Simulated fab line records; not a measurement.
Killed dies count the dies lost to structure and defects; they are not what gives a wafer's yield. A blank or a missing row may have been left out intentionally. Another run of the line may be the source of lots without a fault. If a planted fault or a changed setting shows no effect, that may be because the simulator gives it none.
Which tool is to blame? / flow sky130 / 12 lots with 36 wafers sampled at 4 steps, on a route of 708 steps

## WHAT THE GAUGES SHOWED, per wafer
SKY_CAP2M_OVL_MEAS_12.
lot=L075; measured=day 41 02:02; on=overlay-02; CAP2M_OVL (nm)=0.5 -0.3 -0.6
lot=L077; measured=day 41 20:08; on=overlay-01; CAP2M_OVL (nm)=0.9 2.0 2.7
lot=L078; measured=day 42 00:35; on=overlay-01; CAP2M_OVL (nm)=-0.8 -0.6 0.5
lot=L080; measured=day 42 18:08; on=overlay-02; CAP2M_OVL (nm)=-0.4 1.4 -0.5
lot=L083; measured=day 43 06:32; on=overlay-01; CAP2M_OVL (nm)=-1.6 0.3 -0.2
lot=L085; measured=day 43 22:56; on=overlay-02; CAP2M_OVL (nm)=0.2 -0.5 -1.9
lot=L087; measured=day 44 11:11; on=overlay-01; CAP2M_OVL (nm)=2.4 1.1 -1.6
lot=L089; measured=day 44 23:23; on=overlay-02; CAP2M_OVL (nm)=-1.2 -0.5 -1.5
lot=L091; measured=day 45 13:44; on=overlay-01; CAP2M_OVL (nm)=2.9 -0.1 3.0
lot=L093; measured=day 46 02:11; on=overlay-01; CAP2M_OVL (nm)=-0.9 -2.3 0.6
lot=L095; measured=day 46 13:29; on=overlay-01; CAP2M_OVL (nm)=-1.5 -1.7 -2.4
lot=L097; measured=day 46 18:29; on=overlay-01; CAP2M_OVL (nm)=1.1 -1.0 0.4

## WHICH TOOL RAN EACH LOT (tool, then ch and the chambers of the sampled wafers, then the start)
lot=L075; SKY_LOCAL_INTERCONNECT_ETCH_13=rieMetal-03 ch 0,1, day 30 19:04; SKY_METAL3_ETCH_17=rieDiel-04 ch 0,2,3, day 38 21:20; SKY_VIA3_ETCH_15=rieDiel-02 ch 0,1,3, day 40 00:00
lot=L077; SKY_LOCAL_INTERCONNECT_ETCH_13=rieMetal-03 ch 0,1, day 31 16:08; SKY_METAL3_ETCH_17=rieDiel-02 ch 0,1,3, day 39 15:41; SKY_VIA3_ETCH_15=rieDiel-03 ch 0,2,3, day 40 18:05
lot=L078; SKY_LOCAL_INTERCONNECT_ETCH_13=rieMetal-01 ch 0,1, day 31 21:00; SKY_METAL3_ETCH_17=rieDiel-04 ch 0,1,3, day 39 19:37; SKY_VIA3_ETCH_15=rieDiel-02 ch 1,2,3, day 40 22:32
lot=L080; SKY_LOCAL_INTERCONNECT_ETCH_13=rieMetal-01 ch 0,1, day 32 14:54; SKY_METAL3_ETCH_17=rieDiel-02 ch 1,2,3, day 40 14:05; SKY_VIA3_ETCH_15=rieDiel-01 ch 1,2,3, day 41 16:39
lot=L083; SKY_LOCAL_INTERCONNECT_ETCH_13=rieMetal-02 ch 0,1, day 33 06:05; SKY_METAL3_ETCH_17=rieDiel-03 ch 0,1,2, day 41 03:59; SKY_VIA3_ETCH_15=rieDiel-02 ch 1,2,3, day 42 05:26
lot=L085; SKY_LOCAL_INTERCONNECT_ETCH_13=rieMetal-02 ch 0,1, day 34 01:38; SKY_METAL3_ETCH_17=rieDiel-03 ch 1,3, day 41 21:37; SKY_VIA3_ETCH_15=rieDiel-03 ch 0,1,3, day 42 23:05
lot=L087; SKY_LOCAL_INTERCONNECT_ETCH_13=rieMetal-03 ch 0,1, day 34 14:03; SKY_METAL3_ETCH_17=rieDiel-04 ch 0,2,3, day 42 08:46; SKY_VIA3_ETCH_15=rieDiel-03 ch 0,2,3, day 43 10:03
lot=L089; SKY_LOCAL_INTERCONNECT_ETCH_13=rieMetal-01 ch 0,1, day 35 06:17; SKY_METAL3_ETCH_17=rieDiel-04 ch 1,3, day 42 23:31; SKY_VIA3_ETCH_15=rieDiel-02 ch 2,3, day 43 23:33
lot=L091; SKY_LOCAL_INTERCONNECT_ETCH_13=rieMetal-02 ch 0,1, day 36 00:14; SKY_METAL3_ETCH_17=rieDiel-04 ch 0,1,2, day 43 14:59; SKY_VIA3_ETCH_15=rieDiel-02 ch 0,2,3, day 44 14:45
lot=L093; SKY_LOCAL_INTERCONNECT_ETCH_13=rieMetal-02 ch 0,1, day 36 13:13; SKY_METAL3_ETCH_17=rieDiel-02 ch 0,1, day 44 04:46; SKY_VIA3_ETCH_15=rieDiel-01 ch 0,1,2, day 45 04:00
lot=L095; SKY_LOCAL_INTERCONNECT_ETCH_13=rieMetal-01 ch 0, day 37 04:35; SKY_METAL3_ETCH_17=rieDiel-04 ch 2,3, day 44 16:59; SKY_VIA3_ETCH_15=rieDiel-01 ch 2,3, day 45 15:57
lot=L097; SKY_LOCAL_INTERCONNECT_ETCH_13=rieMetal-01 ch 0,1, day 37 10:47; SKY_METAL3_ETCH_17=rieDiel-02 ch 0,1,2, day 44 21:11; SKY_VIA3_ETCH_15=rieDiel-01 ch 1,2,3, day 45 20:30
- SKY_LOCAL_INTERCONNECT_ETCH_13: etches BARC in N2/H2, stops on SiO2, time 45.9 s, target depth 60 nm.
- SKY_METAL3_ETCH_17: etches SiO2 in C4F8/O2/Ar, stops on TiN, time 3.9 s, target depth 15 nm.
- SKY_VIA3_ETCH_15: etches SiO2 in C4F8/O2/Ar, stops on TiN, target depth 507 nm, time 78 s.

## THE ANSWER, worked out from the rows above alone
Rule: usual is defined by the lots themselves. The widest of any qualifying gaps counts: lots, ordered by their means at a reading, are off when they make up no more than a third of the lots, leave a main group of 4 or more, and stand apart from it by 3 or more times the standard deviation of that group's means. If all means in a main group match to the digits the tables above print for the reading, that group is not used. Also off: a lot with no number at a reading for which 4 or more lots have one. Where the step has rows for the other lots, those lots are counted as sound.
None of the lots is off at any reading shown; this tells nothing.

## WHAT WAS PUT IN BY THE SIMULATOR
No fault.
